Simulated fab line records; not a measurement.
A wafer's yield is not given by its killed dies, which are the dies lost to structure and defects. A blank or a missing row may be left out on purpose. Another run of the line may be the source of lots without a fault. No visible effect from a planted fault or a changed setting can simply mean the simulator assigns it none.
Problem report, 8D (eight disciplines) form, completed by code ; flow gf180mcu ; the parts of the form that need people (team, actions taken, sign-off) are left out

1. WHAT IS WRONG
VT_IMPLANT_2_TW at GF_VT_IMPLANT_TW_MEAS_21 reads a mean of 1077 on 6 wafers of 2 lots; wafers without a fault read 1205 with a standard deviation of 11. That puts it -12 standard deviations away from the usual mean.
Earliest sighting: wafer L687.2 on film-metro-02 at day 10 05:39. The record has a number at this step for 36 wafers belonging to 12 lots. By rule, "out" or "out of limits" means more than 4 standard deviations away from the usual mean. Any other wafer with a number is counted as sound.

2. WHAT IT IS, WHAT IT ISN'T
question;is;is not
which readings at this step;VT_IMPLANT_2_TW;-
which lots;L687, L689;L674, L675, L678, L679, L680, L681, L682, L683, L684, L685
which wafers of those lots;all that have a number;-
read on which gauges;film-metro-02, film-metro-04;film-metro-03
when;from day 10 05:39;up to then (30 sound wafers)

3. THE SUSPECTS, EACH WITH WHAT RULES IT OUT
Counting: any tool at a process step up to the reading is kept as a suspect provided that every lot that is out went through it and no sound lot did after the first of them.
- the gauge at GF_VT_IMPLANT_TW_MEAS_21 has been ruled out. 2 gauges (film-metro-02, film-metro-04) read the wafers that are out.
- implanter-01 at GF_VT_IMPLANT_IMPLANT_19: kept. It processed each lot that is out, first L687 at day 10 05:25, and no sound lot thereafter; up to then, the last sound lot it processed was L684 at day 9 06:05. Out on those wafers are its own readings of tilt-deg.
- plasma-asher-01 at GF_VT_IMPLANT_STRIP_20 (strips in O2/N2): kept. It processed each lot that is out, first L687 at day 10 05:32, and no sound lot thereafter; up to then, the last sound lot it processed was L685 at day 9 17:43.
After counting, implanter-01 at GF_VT_IMPLANT_IMPLANT_19 and plasma-asher-01 at GF_VT_IMPLANT_STRIP_20 remain.

4. THE CAUSE (what the simulator had put in)
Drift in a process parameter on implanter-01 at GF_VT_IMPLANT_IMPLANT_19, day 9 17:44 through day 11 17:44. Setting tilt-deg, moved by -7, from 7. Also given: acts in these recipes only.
After counting, 2 suspects remain, this tool included.

5. SEQUENCE OF EFFECTS, ordered by route
One row per reading whose mean, taken over the struck wafers that have a number, lies over 3 standard deviations from the usual. Readings are gone through only where the record gives a usual standard deviation; hours: the median, over the lots, of the time from a lot's start at the first step in this table giving one to that lot's start at this step; sigmas: the change measured in usual standard deviations.
hours;step;reading;usual;on struck wafers;change;sigmas
0;GF_VT_IMPLANT_IMPLANT_19;tilt-deg;6.999 degrees;0.004;-6.995;-99 or more
0;GF_VT_IMPLANT_TW_MEAS_21;VT_IMPLANT_2_TW;1205;1077;-128;-12
Its process steps:
- GF_VT_IMPLANT_IMPLANT_19

6. WHAT WOULD HAVE CAUGHT IT SOONER
The first out-of-limits reading at a measuring or inspecting step in this record came at day 10 05:39, 12 hours after the fault's start at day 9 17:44.
Tool's own readings at GF_VT_IMPLANT_IMPLANT_19, tilt-deg: out on all struck wafers the step has rows for; an alarm limit on them would have tripped on the first.
Lots out: 2; of these, L689 started GF_VT_IMPLANT_IMPLANT_19 on implanter-01 after day 10 05:39. Putting the tool on hold at that point would have spared it.
